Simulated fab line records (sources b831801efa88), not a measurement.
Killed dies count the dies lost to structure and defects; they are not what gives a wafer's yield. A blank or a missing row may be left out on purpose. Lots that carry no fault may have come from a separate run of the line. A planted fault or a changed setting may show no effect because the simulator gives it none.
Which tool was responsible? :: flow sfqLine :: 14 lots with 40 wafers sampled at 5 steps, on a route of 325 steps

== WHAT EACH GAUGE READ, for each wafer ==
The record lacks any reading of a measuring or inspecting step that a usual standard deviation could be used to judge.

== WHICH TOOL RAN EACH LOT (tool, then ch and the chambers of the sampled wafers, then the start) ==
lot: L769
SFQ_TRILAYER_I4_METRO_MEASURE_101: filmMetro-01, day 42 00:29
SFQ_TRILAYER_JJ_TRILAYER_DEP_SPUTTER_109: pvdSputter-04, day 47 22:23
SFQ_TRILAYER_JJ_CE_METRO_MEASURE_117: cdSem-02, day 53 22:38
SFQ_TRILAYER_M5_ETCH_METAL_ETCH_126: rieMetal-04 ch 0,1, day 58 16:10
SFQ_TRILAYER_R5_DEP_SPUTTER_134: pvdSputter-03, day 58 21:29

lot: L770
SFQ_TRILAYER_I4_METRO_MEASURE_101: filmMetro-04, day 42 13:13
SFQ_TRILAYER_JJ_TRILAYER_DEP_SPUTTER_109: pvdSputter-03, day 48 10:31
SFQ_TRILAYER_JJ_CE_METRO_MEASURE_117: cdSem-01, day 54 12:57
SFQ_TRILAYER_M5_ETCH_METAL_ETCH_126: rieMetal-02 ch 0,1, day 59 00:34
SFQ_TRILAYER_R5_DEP_SPUTTER_134: pvdSputter-03, day 59 05:53

lot: L771
SFQ_TRILAYER_I4_METRO_MEASURE_101: filmMetro-04, day 43 12:18
SFQ_TRILAYER_JJ_TRILAYER_DEP_SPUTTER_109: pvdSputter-03, day 49 05:43
SFQ_TRILAYER_JJ_CE_METRO_MEASURE_117: cdSem-02, day 55 07:14
SFQ_TRILAYER_M5_ETCH_METAL_ETCH_126: rieMetal-03 ch 0,1, day 59 15:32
SFQ_TRILAYER_R5_DEP_SPUTTER_134: pvdSputter-03, day 59 21:22

lot: L772
SFQ_TRILAYER_I4_METRO_MEASURE_101: filmMetro-01, day 44 11:54
SFQ_TRILAYER_JJ_TRILAYER_DEP_SPUTTER_109: pvdSputter-04, day 50 06:55
SFQ_TRILAYER_JJ_CE_METRO_MEASURE_117: cdSem-01, day 55 23:38
SFQ_TRILAYER_M5_ETCH_METAL_ETCH_126: rieMetal-03 ch 0,1, day 60 07:59
SFQ_TRILAYER_R5_DEP_SPUTTER_134: pvdSputter-03, day 60 13:20

lot: L773
SFQ_TRILAYER_I4_METRO_MEASURE_101: filmMetro-03, day 44 18:06
SFQ_TRILAYER_JJ_TRILAYER_DEP_SPUTTER_109: pvdSputter-03, day 50 14:07
SFQ_TRILAYER_JJ_CE_METRO_MEASURE_117: cdSem-02, day 56 08:14
SFQ_TRILAYER_M5_ETCH_METAL_ETCH_126: rieMetal-04 ch 0,1, day 60 17:35
SFQ_TRILAYER_R5_DEP_SPUTTER_134: pvdSputter-03, day 60 22:56

lot: L774
SFQ_TRILAYER_I4_METRO_MEASURE_101: filmMetro-03, day 45 08:23
SFQ_TRILAYER_JJ_TRILAYER_DEP_SPUTTER_109: pvdSputter-06, day 51 09:19
SFQ_TRILAYER_JJ_CE_METRO_MEASURE_117: cdSem-01, day 56 22:26
SFQ_TRILAYER_M5_ETCH_METAL_ETCH_126: rieMetal-04 ch 0,1, day 61 13:16
SFQ_TRILAYER_R5_DEP_SPUTTER_134: pvdSputter-03, day 61 21:41

lot: L776
SFQ_TRILAYER_I4_METRO_MEASURE_101: filmMetro-04, day 52 00:50
SFQ_TRILAYER_JJ_TRILAYER_DEP_SPUTTER_109: pvdSputter-04, day 52 05:05
SFQ_TRILAYER_JJ_CE_METRO_MEASURE_117: cdSem-01, day 57 16:18
SFQ_TRILAYER_M5_ETCH_METAL_ETCH_126: rieMetal-04 ch 0, day 62 14:35
SFQ_TRILAYER_R5_DEP_SPUTTER_134: pvdSputter-05, day 62 20:39

lot: L777
SFQ_TRILAYER_I4_METRO_MEASURE_101: filmMetro-04, day 52 07:50
SFQ_TRILAYER_JJ_TRILAYER_DEP_SPUTTER_109: pvdSputter-06, day 52 12:29
SFQ_TRILAYER_JJ_CE_METRO_MEASURE_117: cdSem-02, day 57 19:42
SFQ_TRILAYER_M5_ETCH_METAL_ETCH_126: rieMetal-03 ch 0,1, day 62 19:16
SFQ_TRILAYER_R5_DEP_SPUTTER_134: pvdSputter-03, day 63 00:36

lot: L779
SFQ_TRILAYER_I4_METRO_MEASURE_101: filmMetro-04, day 53 04:17
SFQ_TRILAYER_JJ_TRILAYER_DEP_SPUTTER_109: pvdSputter-03, day 54 17:13
SFQ_TRILAYER_JJ_CE_METRO_MEASURE_117: cdSem-02, day 59 02:54
SFQ_TRILAYER_M5_ETCH_METAL_ETCH_126: rieMetal-03 ch 0,1, day 64 01:57
SFQ_TRILAYER_R5_DEP_SPUTTER_134: pvdSputter-05, day 64 07:18

lot: L780
SFQ_TRILAYER_I4_METRO_MEASURE_101: filmMetro-03, day 53 16:29
SFQ_TRILAYER_JJ_TRILAYER_DEP_SPUTTER_109: pvdSputter-04, day 54 19:37
SFQ_TRILAYER_JJ_CE_METRO_MEASURE_117: cdSem-01, day 59 04:18
SFQ_TRILAYER_M5_ETCH_METAL_ETCH_126: rieMetal-02 ch 0,1, day 64 03:09
SFQ_TRILAYER_R5_DEP_SPUTTER_134: pvdSputter-03, day 64 09:00

lot: L783
SFQ_TRILAYER_I4_METRO_MEASURE_101: filmMetro-01, day 54 04:47
SFQ_TRILAYER_JJ_TRILAYER_DEP_SPUTTER_109: pvdSputter-03, day 55 00:25
SFQ_TRILAYER_JJ_CE_METRO_MEASURE_117: cdSem-02, day 59 07:42
SFQ_TRILAYER_M5_ETCH_METAL_ETCH_126: rieMetal-02 ch 0, day 64 10:25
SFQ_TRILAYER_R5_DEP_SPUTTER_134: pvdSputter-05, day 64 16:32

lot: L785
SFQ_TRILAYER_I4_METRO_MEASURE_101: filmMetro-04, day 54 08:35
SFQ_TRILAYER_JJ_TRILAYER_DEP_SPUTTER_109: pvdSputter-04, day 55 03:01
SFQ_TRILAYER_JJ_CE_METRO_MEASURE_117: cdSem-02, day 59 10:06
SFQ_TRILAYER_M5_ETCH_METAL_ETCH_126: rieMetal-04 ch 0,1, day 64 13:57
SFQ_TRILAYER_R5_DEP_SPUTTER_134: pvdSputter-05, day 64 19:32

lot: L789
SFQ_TRILAYER_I4_METRO_MEASURE_101: filmMetro-01, day 54 17:47
SFQ_TRILAYER_JJ_TRILAYER_DEP_SPUTTER_109: pvdSputter-04, day 55 10:58
SFQ_TRILAYER_JJ_CE_METRO_MEASURE_117: cdSem-02, day 59 15:06
SFQ_TRILAYER_M5_ETCH_METAL_ETCH_126: rieMetal-03 ch 1, day 64 21:09
SFQ_TRILAYER_R5_DEP_SPUTTER_134: pvdSputter-03, day 65 03:33

lot: L791
SFQ_TRILAYER_I4_METRO_MEASURE_101: filmMetro-01, day 54 22:47
SFQ_TRILAYER_JJ_TRILAYER_DEP_SPUTTER_109: pvdSputter-03, day 55 13:22
SFQ_TRILAYER_JJ_CE_METRO_MEASURE_117: cdSem-02, day 59 17:18
SFQ_TRILAYER_M5_ETCH_METAL_ETCH_126: rieMetal-04 ch 0,1, day 65 04:09
SFQ_TRILAYER_R5_DEP_SPUTTER_134: pvdSputter-03, day 65 10:05
- SFQ_TRILAYER_I4_METRO_MEASURE_101
- SFQ_TRILAYER_JJ_TRILAYER_DEP_SPUTTER_109: material Nb, target thk 150 nm, time 100 s.
- SFQ_TRILAYER_JJ_CE_METRO_MEASURE_117
- SFQ_TRILAYER_M5_ETCH_METAL_ETCH_126: etches Nb in Cl2/BCl3, stops on SiO2, time 203.2 s, target depth 265 nm.
- SFQ_TRILAYER_R5_DEP_SPUTTER_134: material Ti, target thk 5 nm, time 5 s.

== AS READ BY THE TOOLS THEMSELVES (means over the sampled wafers that have a number; for cases with no such wafer, the mark the record gives instead) ==
SFQ_TRILAYER_I4_METRO_MEASURE_101. Usual: 199.3 nm for thkNm, sd 1.2.
lot: L769
tool: filmMetro-01
thkNm (nm): 199.0
flag: 

lot: L770
tool: filmMetro-04
thkNm (nm): 200.9
flag: 

lot: L771
tool: filmMetro-04
thkNm (nm): 198.0
flag: 

lot: L772
tool: filmMetro-01
thkNm (nm): 199.0
flag: 

lot: L773
tool: filmMetro-03
thkNm (nm): 199.5
flag: 

lot: L774
tool: filmMetro-03
thkNm (nm): 198.9
flag: 

lot: L776
tool: filmMetro-04
thkNm (nm): 200.5
flag: 

lot: L777
tool: filmMetro-04
thkNm (nm): 200.4
flag: 

lot: L779
tool: filmMetro-04
thkNm (nm): 199.2
flag: 

lot: L780
tool: filmMetro-03
thkNm (nm): 199.5
flag: 

lot: L783
tool: filmMetro-01
thkNm (nm): 199.2
flag: 

lot: L785
tool: filmMetro-04
thkNm (nm): 197.7
flag: 

lot: L789
tool: filmMetro-01
thkNm (nm): 200.3
flag: 

lot: L791
tool: filmMetro-01
thkNm (nm): 199.9
flag: 

SFQ_TRILAYER_JJ_TRILAYER_DEP_SPUTTER_109. Usual: 30.0 % for throttleValvePct, sd 0.75.
lot: L769
tool: pvdSputter-04
throttleValvePct (%): 29.8
flag: 

lot: L770
tool: pvdSputter-03
throttleValvePct (%): 30.3
flag: 

lot: L771
tool: pvdSputter-03
throttleValvePct (%): 30.7
flag: 

lot: L772
tool: pvdSputter-04
throttleValvePct (%): 29.8
flag: 

lot: L773
tool: pvdSputter-03
throttleValvePct (%): 30.5
flag: 

lot: L774
tool: pvdSputter-06
throttleValvePct (%): 29.9
flag: 

lot: L776
tool: pvdSputter-04
throttleValvePct (%): 29.6
flag: 

lot: L777
tool: pvdSputter-06
throttleValvePct (%): 29.5
flag: 

lot: L779
tool: pvdSputter-03
throttleValvePct (%): 31.5
flag: 

lot: L780
tool: pvdSputter-04
throttleValvePct (%): 29.6
flag: 

lot: L783
tool: pvdSputter-03
throttleValvePct (%): 30.2
flag: 

lot: L785
tool: pvdSputter-04
throttleValvePct (%): 29.6
flag: 

lot: L789
tool: pvdSputter-04
throttleValvePct (%): 29.8
flag: 

lot: L791
tool: pvdSputter-03
throttleValvePct (%): 30.2
flag: 

SFQ_TRILAYER_JJ_CE_METRO_MEASURE_117. Usual: 699.7 nm for cdNm, sd 1.5.
lot: L769
tool: cdSem-02
cdNm (nm): 698.9
flag: 

lot: L770
tool: cdSem-01
cdNm (nm): 700.2
flag: 

lot: L771
tool: cdSem-02
cdNm (nm): 699.8
flag: 

lot: L772
tool: cdSem-01
cdNm (nm): 701.5
flag: 

lot: L773
tool: cdSem-02
cdNm (nm): 701.2
flag: 

lot: L774
tool: cdSem-01
cdNm (nm): 701.3
flag: 

lot: L776
tool: cdSem-01
cdNm (nm): 699.8
flag: 

lot: L777
tool: cdSem-02
cdNm (nm): 699.4
flag: 

lot: L779
tool: cdSem-02
cdNm (nm): 698.8
flag: 

lot: L780
tool: cdSem-01
cdNm (nm): 704.0
flag: 

lot: L783
tool: cdSem-02
cdNm (nm): 699.5
flag: 

lot: L785
tool: cdSem-02
cdNm (nm): 699.4
flag: 

lot: L789
tool: cdSem-02
cdNm (nm): 700.2
flag: 

lot: L791
tool: cdSem-02
cdNm (nm): 697.0
flag: 

SFQ_TRILAYER_M5_ETCH_METAL_ETCH_126. Usual: drypumpMotorCurrentA 5.9 A, standard deviation 0.51; oesProductAu 0.728 a.u., standard deviation 0.0061.
lot: L769
tool: rieMetal-04
drypumpMotorCurrentA (A): 6.0
oesProductAu (a.u.): 0.732
flag: 

lot: L770
tool: rieMetal-02
drypumpMotorCurrentA (A): 6.0
oesProductAu (a.u.): 0.725
flag: 

lot: L771
tool: rieMetal-03
drypumpMotorCurrentA (A): 5.6
oesProductAu (a.u.): 0.734
flag: 

lot: L772
tool: rieMetal-03
drypumpMotorCurrentA (A): 5.5
oesProductAu (a.u.): 0.723
flag: 

lot: L773
tool: rieMetal-04
drypumpMotorCurrentA (A): 6.0
oesProductAu (a.u.): 0.731
flag: 

lot: L774
tool: rieMetal-04
drypumpMotorCurrentA (A): 5.9
oesProductAu (a.u.): 0.739
flag: 

lot: L776
tool: rieMetal-04
drypumpMotorCurrentA (A): 6.2
oesProductAu (a.u.): 0.724
flag: 

lot: L777
tool: rieMetal-03
drypumpMotorCurrentA (A): 5.5
oesProductAu (a.u.): 0.734
flag: 

lot: L779
tool: rieMetal-03
drypumpMotorCurrentA (A): 6.0
oesProductAu (a.u.): 0.728
flag: 

lot: L780
tool: rieMetal-02
drypumpMotorCurrentA (A): 6.0
oesProductAu (a.u.): 0.722
flag: 

lot: L783
tool: rieMetal-02
drypumpMotorCurrentA (A): 6.3
oesProductAu (a.u.): 0.730
flag: 

lot: L785
tool: rieMetal-04
drypumpMotorCurrentA (A): 6.0
oesProductAu (a.u.): 0.786
flag: OFF

lot: L789
tool: rieMetal-03
drypumpMotorCurrentA (A): 6.5
oesProductAu (a.u.): 0.854
flag: OFF

lot: L791
tool: rieMetal-04
drypumpMotorCurrentA (A): 6.0
oesProductAu (a.u.): 0.731
flag: 

SFQ_TRILAYER_R5_DEP_SPUTTER_134. Usual: 29.5 % for throttleValvePct, sd 1.3.
lot: L769
tool: pvdSputter-03
throttleValvePct (%): 29.5
flag: 

lot: L770
tool: pvdSputter-03
throttleValvePct (%): 30.6
flag: 

lot: L771
tool: pvdSputter-03
throttleValvePct (%): 30.6
flag: 

lot: L772
tool: pvdSputter-03
throttleValvePct (%): 30.8
flag: 

lot: L773
tool: pvdSputter-03
throttleValvePct (%): 30.7
flag: 

lot: L774
tool: pvdSputter-03
throttleValvePct (%): 30.2
flag: 

lot: L776
tool: pvdSputter-05
throttleValvePct (%): 27.7
flag: 

lot: L777
tool: pvdSputter-03
throttleValvePct (%): 30.0
flag: 

lot: L779
tool: pvdSputter-05
throttleValvePct (%): 28.3
flag: 

lot: L780
tool: pvdSputter-03
throttleValvePct (%): 29.9
flag: 

lot: L783
tool: pvdSputter-05
throttleValvePct (%): 28.6
flag: 

lot: L785
tool: pvdSputter-05
throttleValvePct (%): 27.9
flag: 

lot: L789
tool: pvdSputter-03
throttleValvePct (%): 31.1
flag: 

lot: L791
tool: pvdSputter-03
throttleValvePct (%): 30.6
flag: 

== THE ANSWER, worked out from the rows above alone ==
Rule: a lot is off if the mean of its wafers that have a number lies more than 3 standard deviations from the usual mean. A lot without any number at a reading at which 4 lots or more have one is off too. Any other lot the step has rows for is counted as sound. First the gauges in route order, then the tools' own readings, where a lot's mean is used as printed above. At the first step where some lot is off, the reading lying furthest off is the one used; lots without a number count as furthest.
Off: L785, L789 (SFQ_TRILAYER_M5_ETCH_METAL_ETCH_126, oesProductAu).
A tool fits if, at that step or a process step before it, it ran every lot that is off, and no sound lot after the first of them. One fits: SFQ_TRILAYER_JJ_TRILAYER_DEP_SPUTTER_109 on pvdSputter-04. A fault onset in the window from L780 (day 54 19:37, its last sound lot) to L785 (day 55 03:01, its first lot off) fits.

== WHAT THE SIMULATOR PUT IN ==
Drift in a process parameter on pvdSputter-04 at SFQ_TRILAYER_JJ_TRILAYER_DEP_SPUTTER_109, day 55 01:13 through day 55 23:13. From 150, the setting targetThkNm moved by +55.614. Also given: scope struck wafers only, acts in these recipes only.
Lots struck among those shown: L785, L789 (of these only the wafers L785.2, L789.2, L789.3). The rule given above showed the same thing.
